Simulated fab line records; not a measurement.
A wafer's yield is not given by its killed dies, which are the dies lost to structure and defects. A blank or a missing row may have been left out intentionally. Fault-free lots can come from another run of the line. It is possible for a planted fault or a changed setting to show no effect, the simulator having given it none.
A struck lot beside a sound one	flow sfqLine	28 steps out of a route of 325
Sound: the wafers L227.1, L227.2, L227.5. Struck: wafer L229.1 (L229.3, L229.6, from the same lot, were not struck and are left out); the cause is given at the end.
Per side, at each step with rows, come the tool, then ch with its chambers, and then its first start. Under that, the readings that differ: sound wafers	struck wafers	difference of the means	sigmas: that difference in standard deviations of wafers without a fault.
alike: same words and numbers on both sides, and readings whose means sit less than 2 such deviations apart. not compared: any withheld reading, any reading some wafer has no value for, any bound like >300 that may hide the same value, and any number with overlapping values for which the record gives no deviation.
The two part at a step that has a row with sigmas, a row that says differs or no value, or rows on one side only. When numbers do not overlap yet have no deviation, they are printed without sigmas and do not part them. Lack of a reading on every wafer of one side parts them only where that side has two or more wafers.

first, 6 steps without rows for these wafers: SFQ_TRILAYER_M2_LITHO_COAT_062 (resist thk 62 nm); SFQ_TRILAYER_M2_LITHO_COAT_057 (resist thk 600 nm); SFQ_TRILAYER_M2_LITHO_SOFTBAKE_061; SFQ_TRILAYER_M2_LITHO_EXPOSE_058 (exposes mask M2, target cd 500 nm); SFQ_TRILAYER_M2_LITHO_PEB_060 (peb time 60 s); SFQ_TRILAYER_M2_LITHO_DEVELOP_059 (time 60 s).
SFQ_M2_OVL_MEAS_916:
  struck on overlay-01, day 24 19:06; sound on overlay-01, day 23 19:06
  alike: M2_OVL
then, 1 step without rows for these wafers: SFQ_TRILAYER_M2_BARC_OPEN_METAL_ETCH_077 (etches BARC in O2, target depth 125 nm, time 41.7 s).
SFQ_TRILAYER_M2_ETCH_METAL_ETCH_060: etches Nb in Cl2/Ar, stops on SiO2, target depth 240 nm, time 120 s.
  sound on rieMetal-01 ch 0,1, day 23 19:11; struck on rieMetal-03 ch 1, day 24 19:11
  alike: drypumpMotorCurrentA, heBacksideLeakSccm, oesProductAu
  not compared: rfHoursCounterH
SFQ_TRILAYER_M2_STRIP_STRIP_061: strips in O2.
  sound on rieMetal-01 ch 0,1, day 23 19:19; struck on rieMetal-03 ch 1, day 24 19:19
  alike: drypumpMotorCurrentA, heBacksideLeakSccm, oesProductAu
  not compared: rfHoursCounterH
then, 2 steps without rows for these wafers: SFQ_TRILAYER_M2_STRIP_SOLV_CLEAN_062 (cleans in NMP, time 600 s); SFQ_TRILAYER_I2_DEP_PECVD_063 (deposits SiO2 from SiH4/N2O, time 111.11 s, target thk 500 nm).
SFQ_TRILAYER_I2_CMP_CMP_064: polishes SiO2.
  sound on cmp-01 ch 0,3, day 24 06:26; struck on cmp-01 ch 1, day 25 06:56
reading	sound	struck	difference	sigmas
model.SiO2_of_TRILAYER_I2_DEP_PECVD_063.thkNm (nm)	201.8 200.2 202.4	179.7	-21.8	
  alike: motorCurrentA, timeToEndpointS
SFQ_I2_BOW_MEAS_917:
  struck on filmMetro-03, day 25 09:26; sound on filmMetro-03, day 24 09:26
  alike: I2_BOW
SFQ_TRILAYER_I2_METRO_MEASURE_065:
  struck on filmMetro-03, day 25 09:34; sound on filmMetro-03, day 24 09:34
reading	sound	struck	difference	sigmas
thkNm (nm)	201.8 200.2 202.3	179.7	-21.7	-14
then, 6 steps without rows for these wafers: SFQ_TRILAYER_I2_VIA_LITHO_COAT_072 (resist thk 62 nm); SFQ_TRILAYER_I2_VIA_LITHO_COAT_067 (resist thk 650 nm); SFQ_TRILAYER_I2_VIA_LITHO_SOFTBAKE_071; SFQ_TRILAYER_I2_VIA_LITHO_EXPOSE_068 (exposes mask I2, target cd 500 nm); SFQ_TRILAYER_I2_VIA_LITHO_PEB_070 (peb time 60 s); SFQ_TRILAYER_I2_VIA_LITHO_DEVELOP_069 (time 60 s).
-- the record jumps here: 6 days lie between the struck wafers' starts before and after --
SFQ_I2_OVL_MEAS_918:
  struck on overlay-01, day 31 08:04; sound on overlay-01, day 30 18:44
  alike: I2_OVL
SFQ_TRILAYER_I2_VIA_BARC_OPEN_VIA_ETCH_096: etches BARC in O2, target depth 125 nm, time 41.7 s.
  sound on rieDiel-01 ch 0,1, day 30 18:46; struck on rieDiel-01 ch 1, day 31 08:06
  alike: drypumpMotorCurrentA, oesProductAu
  not compared: rfHoursCounterH
SFQ_TRILAYER_I2_VIA_ETCH_VIA_ETCH_070: etches SiO2 in CHF3, stops on Nb, target depth 260 nm.
  sound on rieDiel-01 ch 0,1, day 30 18:49; struck on rieDiel-01 ch 1, day 31 08:08
reading	sound	struck	difference	sigmas
oesProductAu (a.u.)	0.850 0.857 0.870	0.806	-0.053	-8
model.I2.featureDepthNm (nm)	201.8 200.2 202.4	179.7	-21.8	
model.etch.depthNm (nm)	201.8 200.2 202.4	179.7	-21.8	
  alike: drypumpMotorCurrentA
SFQ_TRILAYER_I2_VIA_STRIP_STRIP_071: strips in O2.
  sound on rieMetal-02 ch 0,1, day 30 18:55; struck on rieMetal-01 ch 1, day 31 08:15
  alike: drypumpMotorCurrentA, heBacksideLeakSccm, oesProductAu
  not compared: rfHoursCounterH
then, 1 step without rows for these wafers: SFQ_TRILAYER_I2_VIA_STRIP_SOLV_CLEAN_072 (cleans in NMP, time 600 s).
SFQ_TRILAYER_M3_DEP_PRE_CLEAN_074: time 22.5 s.
  struck on pvdSputter-03, day 31 09:01; sound on pvdSputter-03, day 30 19:42
reading	sound	struck	difference	sigmas
biasV (V)	247.3 243.2 246.8	252.1	+6.3	+2
model.SiO2_of_TRILAYER_I2_DEP_PECVD_063.thkNm (nm)	194.3 192.7 194.9	172.2	-21.8	
SFQ_TRILAYER_M3_DEP_SPUTTER_073: material Nb, target thk 200 nm, time 133.3 s.
  struck on pvdSputter-03, day 31 09:03; sound on pvdSputter-03, day 30 19:44
  alike: cathodeDcPowerW, resputterCathodeVoltageV, substrateTempC, throttleValvePct

## WHERE THEY PART
First at SFQ_TRILAYER_I2_METRO_MEASURE_065; last, within this record, at SFQ_TRILAYER_M3_DEP_PRE_CLEAN_074. Later steps at which nothing parts them and some readings are alike: SFQ_TRILAYER_M3_DEP_SPUTTER_073.

WHY: the cause the simulator had injected
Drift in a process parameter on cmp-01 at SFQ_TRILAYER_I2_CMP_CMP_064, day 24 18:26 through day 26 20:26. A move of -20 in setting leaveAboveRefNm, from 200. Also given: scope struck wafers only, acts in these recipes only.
